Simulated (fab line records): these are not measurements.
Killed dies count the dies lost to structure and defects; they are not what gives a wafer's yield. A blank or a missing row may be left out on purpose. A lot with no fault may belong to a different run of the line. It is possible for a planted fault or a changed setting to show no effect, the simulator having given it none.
Matching of chambers | flow sky130 | 4 sister chambers for SKY_VIA1_CMP_02 on cmp-02
The step polishes SiO2. 16 wafers are shown with their chamber, then 8 later ones without.

## WAFERS PAIRED WITH THEIR CHAMBERS
wafer  | chamber | motor-current-A (A) | slurry-filter-dp-kPa (kPa)
L944.2 | 1       | 11.2                | 13.57
L944.3 | 2       | 12.5                | 13.72
L944.5 | 3       | 13.2                | 13.57
L945.1 | 3       | 12.9                | 13.36
L945.2 | 0       | 13.3                | 13.45
L945.6 | 0       | 13.5                | 13.44
L947.2 | 1       | 11.4                | 13.84
L947.3 | 3       | 13.4                | 13.57
L947.4 | 0       | 13.6                | 13.48
L950.2 | 0       | 13.4                | 13.28
L950.4 | 2       | 11.3                | 13.49
L950.6 | 2       | 11.6                | 13.51
L953.2 | 3       | 13.1                | 13.50
L953.4 | 0       | 13.2                | 13.35
L953.5 | 1       | 11.2                | 13.60
L955.1 | 1       | 11.6                | 13.36

SIGNATURES (averages over the wafers above)
reading              | chamber 0 | chamber 1 | chamber 2 | chamber 3 | scatter within a chamber
motor-current-A      | 13.400    | 11.350    | 11.800    | 13.150    | 0.306
slurry-filter-dp-kPa | 13.4000   | 13.5925   | 13.5733   | 13.5000   | 0.131
Rule: a wafer's distance from a chamber is the root of the sum, over the readings, of the square of ((its reading less the chamber's mean) divided by the reading's scatter). If the next closest chamber is less than 2 further off than the closest, the wafer can't be placed; otherwise it belongs to the closest. The scatter: take each reading less its chamber's mean, square it, sum over the shown wafers, divide by the number of wafers less the number of chambers, and take the root.

## WAFERS WITHOUT THEIR CHAMBER
wafer  | motor-current-A (A) | slurry-filter-dp-kPa (kPa)
L955.3 | 13.9                | 13.71
L955.6 | 11.7                | 13.62
L956.3 | 12.9                | 13.17
L956.4 | 13.5                | 13.59
L956.5 | 13.2                | 13.42
L964.3 | 11.3                | 13.51
L964.4 | 12.8                | 13.61
L964.5 | 10.9                | 13.23

## CHAMBER TAKEN BY EACH
wafer  | from the rows above          | in truth
L955.3 | can't be placed: 0 or 3      | 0
L955.6 | can't be placed: 2 or 1      | 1
L956.3 | can't be placed: 0 or 3      | 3
L956.4 | can't be placed: 3 or 0      | 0
L956.5 | can't be placed: 3 or 0      | 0
L964.3 | can't be placed: 1 or 2      | 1
L964.4 | can't be placed: 3 or 0 or 2 | 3
L964.5 | can't be placed: 1 or 2      | 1
0 of 8 placed correctly. Cannot be placed on the basis of these rows: 8; the candidates contain the true chamber in 8. Number placed wrongly: 0.
